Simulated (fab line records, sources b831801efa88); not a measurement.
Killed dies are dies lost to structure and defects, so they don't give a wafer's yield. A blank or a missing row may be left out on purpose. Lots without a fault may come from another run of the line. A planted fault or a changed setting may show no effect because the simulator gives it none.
Problem report in the 8D (eight disciplines) form, filled by code | flow sky130 | the parts of the form that need people (team, actions taken, sign-off) are left out

1. THE PROBLEM
POLY_GATE_CVD_00_THK at SKY_POLY_GATE_THK_MEAS_01 reads a mean of 150.3 nm on 9 wafers of 3 lots; wafers without a fault read 180.1 nm with a standard deviation of 1.5. That is -20 standard deviations from the usual mean.
First seen on wafer L811.3, day 14 23:32, on film_metro-01. The record holds 30 wafers of 10 lots with a number at this step. Rule for "out", or "out of limits": more than 4 standard deviations from the usual mean. The other wafers with a number count as sound.

2. WHAT IT IS AND WHAT IT IS NOT
question                    | is                     | is not
which readings at this step | POLY_GATE_CVD_00_THK   | -
which lots                  | L811, L812, L813       | L808, L823, L825, L826, L827, L828, L829
which wafers of those lots  | all that have a number | -
read on which gauges        | film_metro-01          | film_metro-03, film_metro-04
when                        | from day 14 23:32      | up to then (3 sound wafers); but 18 sound wafers of L823, L825, L826, L827, L828, L829 came after

3. SUSPECTS, AND WHAT RULES EACH OUT
Counting: a tool at a process step up to the reading stays a suspect if it ran every lot that is out and no sound lot after the first of them.
- the gauge at SKY_POLY_GATE_THK_MEAS_01: ruled out. All the wafers that are out were read on film_metro-01, but those of them that SKY_POLY_GATE_CVD_00 has rows for are out there too, on other tools.
- lpcvd-01 at SKY_POLY_GATE_CVD_00 (deposits poly-Si, target thk 180 nm, time 720 s): ruled out as a lasting fault. Sound lots L823, L825, L826, L828, L827, L829 ran on it after its first lot that is out, L811 (day 14 22:19).
Left after counting: nothing in the record.

4. THE CAUSE (what the simulator had put in)
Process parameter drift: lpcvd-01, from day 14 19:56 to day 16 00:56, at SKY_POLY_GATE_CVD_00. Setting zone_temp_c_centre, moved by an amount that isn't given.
Counting ruled it out, wrongly: the rule takes a fault to strike every lot that its tool runs from its start on, and this one did not.

5. THE CHAIN OF EFFECTS, in route order
Each row: a reading whose mean over the struck wafers that have a number lies more than 3 standard deviations from the usual. Only readings for which the record gives a usual standard deviation are gone through. hours: the time from each lot's start at the first step in this table that gives one to its start at this step, as a median over the lots. sigmas: the change in usual standard deviations.
hours | step                      | reading               | usual      | on struck wafers | change | sigmas
0     | SKY_POLY_GATE_CVD_00      | spike_tc_centre_C     | 621.2 C    | 590.4            | -30.8  | -31
0     | SKY_POLY_GATE_CVD_00      | spike_tc_lower_C      | 620.0 C    | 624.1            | +4.1   | +3.7
0     | SKY_POLY_GATE_CVD_00      | spike_tc_upper_C      | 618.9 C    | 622.8            | +3.9   | +4.0
0     | SKY_POLY_GATE_CVD_00      | zone_power_centre_pct | 9.21 %     | 3.80             | -5.41  | -18
0     | SKY_POLY_GATE_CVD_00      | zone_power_upper_pct  | 8.1 %      | 10.2             | +2.1   | +6.5
1     | SKY_POLY_GATE_THK_MEAS_01 | POLY_GATE_CVD_00_THK  | 180.1 nm   | 150.3            | -29.8  | -20
63    | SKY_POLY_GATE_ETCH_17     | oes_product_au        | 0.985 a.u. | 0.892            | -0.093 | -9.3
The process steps in it:
- SKY_POLY_GATE_CVD_00: deposits poly-Si, target thk 180 nm, time 720 s.
- SKY_POLY_GATE_ETCH_17: etches poly-Si in HBr/Cl2, stops on SiO2, target depth 180 nm, time 70.5 s.

6. WHAT WOULD HAVE CAUGHT IT SOONER
In this record the first reading out of limits at a measuring or inspecting step was taken at day 14 23:32, 4 hours after the fault began at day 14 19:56.
The tool's own readings at SKY_POLY_GATE_CVD_00 were out on every struck wafer that the step has a row for (spike_tc_centre_C, zone_power_centre_pct, zone_power_upper_pct): an alarm limit on them would have fired on the first of those.
